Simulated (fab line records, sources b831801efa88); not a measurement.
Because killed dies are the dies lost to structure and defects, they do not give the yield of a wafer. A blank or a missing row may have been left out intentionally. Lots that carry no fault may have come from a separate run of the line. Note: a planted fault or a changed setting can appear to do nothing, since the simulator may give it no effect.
Which tool is to blame? || flow sky130 || 42 wafers from 14 lots sampled at 4 of the route's 708 steps

== WHAT EACH GAUGE READ, for each wafer ==
SKY_SONOS_TUNNEL_TW_MEAS_12. Usual: SONOS_TUNNEL_TW gives 197.3 (standard deviation 1).
{"lot": "L780", "measured": "day 12 04:07", "on": "filmMetro-03", "SONOS_TUNNEL_TW": "197.4 195.8 197.1", "flag": ""}
{"lot": "L782", "measured": "day 12 17:23", "on": "filmMetro-01", "SONOS_TUNNEL_TW": "197.5 197.7 196.8", "flag": ""}
{"lot": "L783", "measured": "day 12 23:33", "on": "filmMetro-03", "SONOS_TUNNEL_TW": "197.9 198.0 196.9", "flag": ""}
{"lot": "L787", "measured": "day 14 13:29", "on": "filmMetro-01", "SONOS_TUNNEL_TW": "196.5 196.5 197.1", "flag": ""}
{"lot": "L788", "measured": "day 14 17:55", "on": "filmMetro-04", "SONOS_TUNNEL_TW": "197.9 196.2 196.9", "flag": ""}
{"lot": "L792", "measured": "day 16 00:49", "on": "filmMetro-03", "SONOS_TUNNEL_TW": "195.1 196.5 196.0", "flag": ""}
{"lot": "L794", "measured": "day 16 20:05", "on": "filmMetro-01", "SONOS_TUNNEL_TW": "197.2 197.0 198.2", "flag": ""}
{"lot": "L795", "measured": "day 16 23:06", "on": "filmMetro-03", "SONOS_TUNNEL_TW": "196.6 196.3 196.5", "flag": ""}
{"lot": "L796", "measured": "day 17 06:13", "on": "filmMetro-01", "SONOS_TUNNEL_TW": "196.6 196.2 196.2", "flag": ""}
{"lot": "L797", "measured": "day 17 13:35", "on": "filmMetro-04", "SONOS_TUNNEL_TW": "198.8 198.2 198.3", "flag": ""}
{"lot": "L798", "measured": "day 18 01:01", "on": "filmMetro-04", "SONOS_TUNNEL_TW": "198.0 197.5 199.1", "flag": ""}
{"lot": "L799", "measured": "day 18 07:10", "on": "filmMetro-04", "SONOS_TUNNEL_TW": "199.1 198.4 197.8", "flag": ""}
{"lot": "L800", "measured": "day 18 18:30", "on": "filmMetro-01", "SONOS_TUNNEL_TW": "196.8 196.9 196.7", "flag": ""}
{"lot": "L801", "measured": "day 19 02:01", "on": "filmMetro-03", "SONOS_TUNNEL_TW": "197.1 196.9 196.6", "flag": ""}

SKY_LDD_HVN_TW_MEAS_10. Usual: LDD_HVN_TW gives 1450 (standard deviation 16).
{"lot": "L780", "measured": "day 21 07:13", "on": "filmMetro-04", "LDD_HVN_TW": "1440 1444 1436", "flag": ""}
{"lot": "L782", "measured": "day 21 23:31", "on": "filmMetro-02", "LDD_HVN_TW": "1471 1470 1470", "flag": ""}
{"lot": "L783", "measured": "day 22 04:51", "on": "filmMetro-04", "LDD_HVN_TW": "1452 1443 1444", "flag": ""}
{"lot": "L787", "measured": "day 23 21:57", "on": "filmMetro-02", "LDD_HVN_TW": "31 30 31", "flag": "OFF"}
{"lot": "L788", "measured": "day 24 03:15", "on": "filmMetro-04", "LDD_HVN_TW": "30 30 30", "flag": "OFF"}
{"lot": "L792", "measured": "day 25 11:19", "on": "filmMetro-01", "LDD_HVN_TW": "1430 1435 1430", "flag": ""}
{"lot": "L794", "measured": "day 26 05:15", "on": "filmMetro-04", "LDD_HVN_TW": "1444 1438 1454", "flag": ""}
{"lot": "L795", "measured": "day 26 10:33", "on": "filmMetro-01", "LDD_HVN_TW": "1433 1434 1437", "flag": ""}
{"lot": "L796", "measured": "day 26 19:03", "on": "filmMetro-04", "LDD_HVN_TW": "1452 1451 1454", "flag": ""}
{"lot": "L797", "measured": "day 27 02:04", "on": "filmMetro-04", "LDD_HVN_TW": "1441 1434 1438", "flag": ""}
{"lot": "L798", "measured": "day 27 13:00", "on": "filmMetro-01", "LDD_HVN_TW": "1436 1439 1434", "flag": ""}
{"lot": "L799", "measured": "day 27 19:44", "on": "filmMetro-02", "LDD_HVN_TW": "1474 1467 1461", "flag": ""}
{"lot": "L800", "measured": "day 28 03:01", "on": "filmMetro-01", "LDD_HVN_TW": "1423 1432 1432", "flag": ""}
{"lot": "L801", "measured": "day 28 06:12", "on": "filmMetro-02", "LDD_HVN_TW": "1458 1461 1475", "flag": ""}

== EACH LOT AND THE TOOL THAT RAN IT (in order: tool; ch and the chambers of the sampled wafers; start) ==
{"lot": "L780", "SKY_LDD_P_STRIP_10": "plasmaAsher-04 ch 0,1, day 20 00:51", "SKY_LDD_HVN_IMPLANT_08": "implanter-04 ch 0, day 21 06:58"}
{"lot": "L782", "SKY_LDD_P_STRIP_10": "plasmaAsher-01 ch 0,1, day 20 16:30", "SKY_LDD_HVN_IMPLANT_08": "implanter-02 ch 0, day 21 23:16"}
{"lot": "L783", "SKY_LDD_P_STRIP_10": "plasmaAsher-01 ch 1, day 20 22:03", "SKY_LDD_HVN_IMPLANT_08": "implanter-01 ch 0, day 22 04:36"}
{"lot": "L787", "SKY_LDD_P_STRIP_10": "plasmaAsher-03 ch 0,1, day 22 15:46", "SKY_LDD_HVN_IMPLANT_08": "implanter-04, day 23 21:42"}
{"lot": "L788", "SKY_LDD_P_STRIP_10": "plasmaAsher-03 ch 0,1, day 22 21:13", "SKY_LDD_HVN_IMPLANT_08": "implanter-01, day 24 03:00"}
{"lot": "L792", "SKY_LDD_P_STRIP_10": "plasmaAsher-01 ch 0,1, day 24 05:54", "SKY_LDD_HVN_IMPLANT_08": "implanter-01 ch 0, day 25 11:04"}
{"lot": "L794", "SKY_LDD_P_STRIP_10": "plasmaAsher-03 ch 0,1, day 25 00:06", "SKY_LDD_HVN_IMPLANT_08": "implanter-02 ch 0, day 26 05:00"}
{"lot": "L795", "SKY_LDD_P_STRIP_10": "plasmaAsher-04 ch 0,1, day 25 05:27", "SKY_LDD_HVN_IMPLANT_08": "implanter-01 ch 0, day 26 10:18"}
{"lot": "L796", "SKY_LDD_P_STRIP_10": "plasmaAsher-04 ch 0,1, day 25 13:28", "SKY_LDD_HVN_IMPLANT_08": "implanter-01 ch 0, day 26 18:48"}
{"lot": "L797", "SKY_LDD_P_STRIP_10": "plasmaAsher-01 ch 0, day 25 20:49", "SKY_LDD_HVN_IMPLANT_08": "implanter-02 ch 0, day 27 01:49"}
{"lot": "L798", "SKY_LDD_P_STRIP_10": "plasmaAsher-04 ch 0,1, day 26 07:06", "SKY_LDD_HVN_IMPLANT_08": "implanter-02 ch 0, day 27 12:45"}
{"lot": "L799", "SKY_LDD_P_STRIP_10": "plasmaAsher-03 ch 0,1, day 26 14:54", "SKY_LDD_HVN_IMPLANT_08": "implanter-02 ch 0, day 27 19:29"}
{"lot": "L800", "SKY_LDD_P_STRIP_10": "plasmaAsher-03 ch 0,1, day 26 22:42", "SKY_LDD_HVN_IMPLANT_08": "implanter-02 ch 0, day 28 02:46"}
{"lot": "L801", "SKY_LDD_P_STRIP_10": "plasmaAsher-03 ch 0,1, day 27 02:22", "SKY_LDD_HVN_IMPLANT_08": "implanter-01 ch 0, day 28 05:57"}
- SKY_LDD_P_STRIP_10: strips in O2/N2.
- SKY_LDD_HVN_IMPLANT_08

== AS READ BY THE TOOLS THEMSELVES (means over the sampled wafers that have a number; for cases with no such wafer, the mark the record gives instead) ==
SKY_LDD_P_STRIP_10. Usual: drypumpMotorCurrentA 5.5 A, standard deviation 0.56; oesProductAu 0.716 a.u., standard deviation 0.0045; stripTimeToEndpointS 14.35 s, standard deviation 0.037.
{"lot": "L780", "tool": "plasmaAsher-04", "drypumpMotorCurrentA (A)": 5.7, "oesProductAu (a.u.)": 0.716, "stripTimeToEndpointS (s)": 14.30, "flag": ""}
{"lot": "L782", "tool": "plasmaAsher-01", "drypumpMotorCurrentA (A)": 5.1, "oesProductAu (a.u.)": 0.717, "stripTimeToEndpointS (s)": 14.35, "flag": ""}
{"lot": "L783", "tool": "plasmaAsher-01", "drypumpMotorCurrentA (A)": 5.5, "oesProductAu (a.u.)": 0.717, "stripTimeToEndpointS (s)": 14.36, "flag": ""}
{"lot": "L787", "tool": "plasmaAsher-03", "drypumpMotorCurrentA (A)": 5.0, "oesProductAu (a.u.)": 0.716, "stripTimeToEndpointS (s)": 14.36, "flag": ""}
{"lot": "L788", "tool": "plasmaAsher-03", "drypumpMotorCurrentA (A)": 5.4, "oesProductAu (a.u.)": 0.719, "stripTimeToEndpointS (s)": 14.37, "flag": ""}
{"lot": "L792", "tool": "plasmaAsher-01", "drypumpMotorCurrentA (A)": 5.3, "oesProductAu (a.u.)": 0.715, "stripTimeToEndpointS (s)": 14.32, "flag": ""}
{"lot": "L794", "tool": "plasmaAsher-03", "drypumpMotorCurrentA (A)": 5.4, "oesProductAu (a.u.)": 0.714, "stripTimeToEndpointS (s)": 14.30, "flag": ""}
{"lot": "L795", "tool": "plasmaAsher-04", "drypumpMotorCurrentA (A)": 5.8, "oesProductAu (a.u.)": 0.715, "stripTimeToEndpointS (s)": 14.38, "flag": ""}
{"lot": "L796", "tool": "plasmaAsher-04", "drypumpMotorCurrentA (A)": 5.8, "oesProductAu (a.u.)": 0.717, "stripTimeToEndpointS (s)": 14.30, "flag": ""}
{"lot": "L797", "tool": "plasmaAsher-01", "drypumpMotorCurrentA (A)": 4.9, "oesProductAu (a.u.)": 0.712, "stripTimeToEndpointS (s)": 14.39, "flag": ""}
{"lot": "L798", "tool": "plasmaAsher-04", "drypumpMotorCurrentA (A)": 5.7, "oesProductAu (a.u.)": 0.714, "stripTimeToEndpointS (s)": 14.36, "flag": ""}
{"lot": "L799", "tool": "plasmaAsher-03", "drypumpMotorCurrentA (A)": 5.4, "oesProductAu (a.u.)": 0.715, "stripTimeToEndpointS (s)": 14.41, "flag": ""}
{"lot": "L800", "tool": "plasmaAsher-03", "drypumpMotorCurrentA (A)": 5.0, "oesProductAu (a.u.)": 0.716, "stripTimeToEndpointS (s)": 14.41, "flag": ""}
{"lot": "L801", "tool": "plasmaAsher-03", "drypumpMotorCurrentA (A)": 5.0, "oesProductAu (a.u.)": 0.717, "stripTimeToEndpointS (s)": 14.40, "flag": ""}

SKY_LDD_HVN_IMPLANT_08. Usual: beamEnergyKeV 59.999, standard deviation 0.02; beamOnS 9.99 s, standard deviation 0.2.
{"lot": "L780", "tool": "implanter-04", "beamEnergyKeV": 59.997, "beamOnS (s)": 9.80, "flag": ""}
{"lot": "L782", "tool": "implanter-02", "beamEnergyKeV": 59.954, "beamOnS (s)": 10.09, "flag": ""}
{"lot": "L783", "tool": "implanter-01", "beamEnergyKeV": 60.013, "beamOnS (s)": 10.12, "flag": ""}
{"lot": "L787", "tool": "implanter-04", "beamEnergyKeV": "-", "beamOnS (s)": "-", "flag": "OFF"}
{"lot": "L788", "tool": "implanter-01", "beamEnergyKeV": "-", "beamOnS (s)": "-", "flag": "OFF"}
{"lot": "L792", "tool": "implanter-01", "beamEnergyKeV": 59.991, "beamOnS (s)": 9.94, "flag": ""}
{"lot": "L794", "tool": "implanter-02", "beamEnergyKeV": 60.006, "beamOnS (s)": 9.91, "flag": ""}
{"lot": "L795", "tool": "implanter-01", "beamEnergyKeV": 59.994, "beamOnS (s)": 9.95, "flag": ""}
{"lot": "L796", "tool": "implanter-01", "beamEnergyKeV": 59.998, "beamOnS (s)": 9.94, "flag": ""}
{"lot": "L797", "tool": "implanter-02", "beamEnergyKeV": 60.016, "beamOnS (s)": 9.92, "flag": ""}
{"lot": "L798", "tool": "implanter-02", "beamEnergyKeV": 59.997, "beamOnS (s)": 10.04, "flag": ""}
{"lot": "L799", "tool": "implanter-02", "beamEnergyKeV": 59.965, "beamOnS (s)": 9.88, "flag": ""}
{"lot": "L800", "tool": "implanter-02", "beamEnergyKeV": 59.969, "beamOnS (s)": 9.80, "flag": ""}
{"lot": "L801", "tool": "implanter-01", "beamEnergyKeV": 59.984, "beamOnS (s)": 9.97, "flag": ""}

== THE ANSWER, worked out from the rows above alone ==
Rule: take the mean of a lot's wafers that have a number; if it is more than 3 standard deviations from the usual mean, the lot is off. Also off: a lot with no number at a reading for which 4 or more lots have one. All remaining lots with rows at the step are treated as sound. After the gauges, taken in route order, come the tools' own readings; for these a lot's mean is taken, as printed above. At the first step where some lot is off, the reading lying furthest off is the one used; lots without a number count as furthest.
Off: L787, L788, at SKY_LDD_HVN_TW_MEAS_10 (LDD_HVN_TW).
A tool fits if, at a process step before that reading, it ran every lot that is off, and no sound lot after the first of them. Not tried: the gauges at SKY_LDD_HVN_TW_MEAS_10; whatever is off there is also off at SKY_LDD_HVN_IMPLANT_08, on other tools, and gauge error can't account for it. Not one of the candidates tried fits.

== WHAT WAS PUT IN BY THE SIMULATOR ==
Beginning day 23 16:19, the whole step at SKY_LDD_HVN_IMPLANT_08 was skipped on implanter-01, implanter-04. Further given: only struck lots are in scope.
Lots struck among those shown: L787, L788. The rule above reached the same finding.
